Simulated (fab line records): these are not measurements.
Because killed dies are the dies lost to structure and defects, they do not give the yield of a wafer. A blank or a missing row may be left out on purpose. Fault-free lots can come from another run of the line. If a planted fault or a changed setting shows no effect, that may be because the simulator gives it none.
Matching of chambers :: flow gf180mcu :: cmp-01 running GF_V5_CMP_04: 4 sister chambers
The step polishes SiO2. 8 wafers are shown with their chamber, then 12 later ones without.

EACH WAFER AND ITS CHAMBER
wafer: L084.6
chamber: 1
motor-current-A (A): 11.7

wafer: L085.5
chamber: 1
motor-current-A (A): 12.4

wafer: L087.4
chamber: 0
motor-current-A (A): 12.0

wafer: L089.1
chamber: 0
motor-current-A (A): 12.2

wafer: L090.6
chamber: 3
motor-current-A (A): 15.3

wafer: L091.1
chamber: 2
motor-current-A (A): 11.6

wafer: L091.4
chamber: 3
motor-current-A (A): 16.5

wafer: L091.5
chamber: 2
motor-current-A (A): 11.8

WAFERS MISSING THEIR CHAMBER
wafer: L092.3
motor-current-A (A): 11.2

wafer: L092.5
motor-current-A (A): 11.3

wafer: L092.6
motor-current-A (A): 12.0

wafer: L093.2
motor-current-A (A): 11.9

wafer: L093.3
motor-current-A (A): 11.5

wafer: L093.5
motor-current-A (A): 15.8

wafer: L095.1
motor-current-A (A): 11.4

wafer: L095.2
motor-current-A (A): 16.4

wafer: L095.3
motor-current-A (A): 12.4

wafer: L096.3
motor-current-A (A): 11.8

wafer: L096.4
motor-current-A (A): 13.0

wafer: L096.6
motor-current-A (A): 11.8

WHICH CHAMBER EACH ONE RAN IN
wafer: L092.3
from the rows above: can't be placed: 2 or 1 or 0
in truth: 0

wafer: L092.5
from the rows above: can't be placed: 2 or 1 or 0
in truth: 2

wafer: L092.6
from the rows above: can't be placed: 1 or 0 or 2
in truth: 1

wafer: L093.2
from the rows above: can't be placed: 1 or 0 or 2
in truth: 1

wafer: L093.3
from the rows above: can't be placed: 2 or 1 or 0
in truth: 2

wafer: L093.5
from the rows above: 3
in truth: 3

wafer: L095.1
from the rows above: can't be placed: 2 or 1 or 0
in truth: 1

wafer: L095.2
from the rows above: 3
in truth: 3

wafer: L095.3
from the rows above: can't be placed: 0 or 1 or 2
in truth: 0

wafer: L096.3
from the rows above: can't be placed: 2 or 1 or 0
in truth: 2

wafer: L096.4
from the rows above: can't be placed: 0 or 1 or 2
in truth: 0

wafer: L096.6
from the rows above: can't be placed: 2 or 1 or 0
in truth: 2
2 of 12 placed correctly. Not placeable from these rows: 10 (in 10, the candidates include the true chamber). Placed wrongly: 0.
How it was worked out, from the rows above alone: a wafer's distance from a chamber is the root of the sum, over the readings, of the square of ((its reading less the chamber's mean) divided by the reading's scatter). The wafer belongs to the nearest chamber; if the next one is less than 2 further off, it can't be placed. Each chamber's mean is taken over the wafers shown for it. The scatter: the root of (the sum of the squares of (reading less its chamber's mean) over the shown wafers, divided by (wafers less chambers)).
